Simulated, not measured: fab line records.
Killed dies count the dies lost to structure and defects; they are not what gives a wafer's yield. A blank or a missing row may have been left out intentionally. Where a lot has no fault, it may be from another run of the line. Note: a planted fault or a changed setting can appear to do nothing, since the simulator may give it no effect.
Matching of chambers ; flow gf180mcu ; GF_V2_CVD_00 on hdpcvd-02: 3 sister chambers
The step deposits SiO2, target thk 600 nm, time 100 s. 3 wafers are shown with their chamber, then 7 later ones without.

WAFERS, EACH WITH ITS CHAMBER
wafer;chamber;pressure_mtorr (mTorr)
L417.2;2;5.988
L419.1;1;6.024
L419.3;0;5.993

WAFERS MISSING THEIR CHAMBER
wafer;pressure_mtorr (mTorr)
L419.4;6.016
L421.1;5.991
L421.2;5.994
L421.3;6.011
L434.3;6.003
L434.4;6.005
L434.5;5.994

EACH ONE'S CHAMBER
wafer;from the rows above;in truth
L419.4;can't be placed: 1 or 0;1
L421.1;can't be placed: 0 or 2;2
L421.2;can't be placed: 0 or 2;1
L421.3;can't be placed: 1 or 0 or 2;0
L434.3;can't be placed: 0 or 2 or 1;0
L434.4;can't be placed: 0 or 2 or 1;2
L434.5;can't be placed: 0 or 2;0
Correctly placed: 0 of 7. Can't be placed from these rows: 7 (the true chamber is among the candidates in 6). 0 placed wrongly.
How it was worked out, from the rows above alone: a wafer's distance from a chamber is the root of the sum, over the readings, of the square of ((its reading less the chamber's mean) divided by the reading's scatter). The wafer belongs to the nearest chamber; if the next one is less than 2 further off, it can't be placed. For every chamber, the mean is computed from those of its wafers that are shown. The scatter: root of mean squared gap, hidden wafer to nearest shown wafer, with one shown wafer a chamber.
